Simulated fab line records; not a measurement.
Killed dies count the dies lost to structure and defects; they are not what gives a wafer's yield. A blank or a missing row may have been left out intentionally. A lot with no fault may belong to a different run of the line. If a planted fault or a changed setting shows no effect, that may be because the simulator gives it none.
Code-filled problem report in 8D (eight disciplines) form | flow gf180mcu | the parts of the form that need people (team, actions taken, sign-off) are left out

## 1. THE PROBLEM
Wafers without a fault read 804.0, standard deviation 0.82; wafer_temp_C_max at GF_SALICIDE_RTA_08 reads a mean of 706.3 on 6 wafers belonging to 2 lots. So: -99 or more standard deviations from the usual mean.
The step: time 30 s.
Seen first at day 23 00:58 on rtp-anneal-01, wafer L123.3. At this step, 39 wafers from 13 lots have a number in the record. By rule, "out" or "out of limits" means more than 4 standard deviations away from the usual mean. The rest of the wafers with a number are treated as sound.

## 2. WHAT IT IS, WHAT IT ISN'T
question                    | is                     | is not
which readings at this step | wafer_temp_C_max       | -
which lots                  | L123, L124             | L101, L102, L103, L104, L106, L107, L108, L109, L111, L113, L117
which wafers of those lots  | all that have a number | -
read on which tools         | rtp-anneal-01          | rtp-anneal-02
when                        | from day 23 00:58      | up to then (33 sound wafers)

## 3. THE SUSPECTS, EACH WITH WHAT RULES IT OUT
Counting: a tool stays on the suspect list if, at a process step up to the reading, it processed all lots that are out and no sound lot following the first of them.
- rtp-anneal-01 at GF_SALICIDE_RTA_08 (time 30 s): kept. It processed each lot that is out, first L123 at day 23 00:58, and no sound lot thereafter; up to then, the last sound lot it processed was L117 at day 20 23:58. Its own wafer_temp_C_max readings are out on those wafers.
After counting, what remains is rtp-anneal-01 at GF_SALICIDE_RTA_08.

## 4. THE CAUSE (what the simulator had put in)
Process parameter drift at GF_SALICIDE_RTA_08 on rtp-anneal-01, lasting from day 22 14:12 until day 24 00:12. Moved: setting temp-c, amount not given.
After counting, this tool was the only one left.

## 5. THE CHAIN OF EFFECTS, in route order
One row per reading whose mean, taken over the struck wafers that have a number, lies over 3 standard deviations from the usual. Scope: only readings with a usual standard deviation given in the record; hours: median across lots of the time from each lot's start at the first step in this table that gives one to its start at this step; sigmas: change in usual standard deviations.
hours | step               | reading          | usual  | on struck wafers | change | sigmas
0     | GF_SALICIDE_RTA_08 | lamp-power-pct   | 16.1 % | 10.6             | -5.5   | -3.2
0     | GF_SALICIDE_RTA_08 | wafer_temp_C_max | 804.0  | 706.3            | -97.7  | -99 or more
It contains these process steps:
- GF_SALICIDE_RTA_08: time 30 s.

## 6. HOW IT WOULD HAVE BEEN CAUGHT EARLIER
11 hours passed between the start of the fault at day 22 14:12 and the first reading out of limits in this record, taken at day 23 00:58.
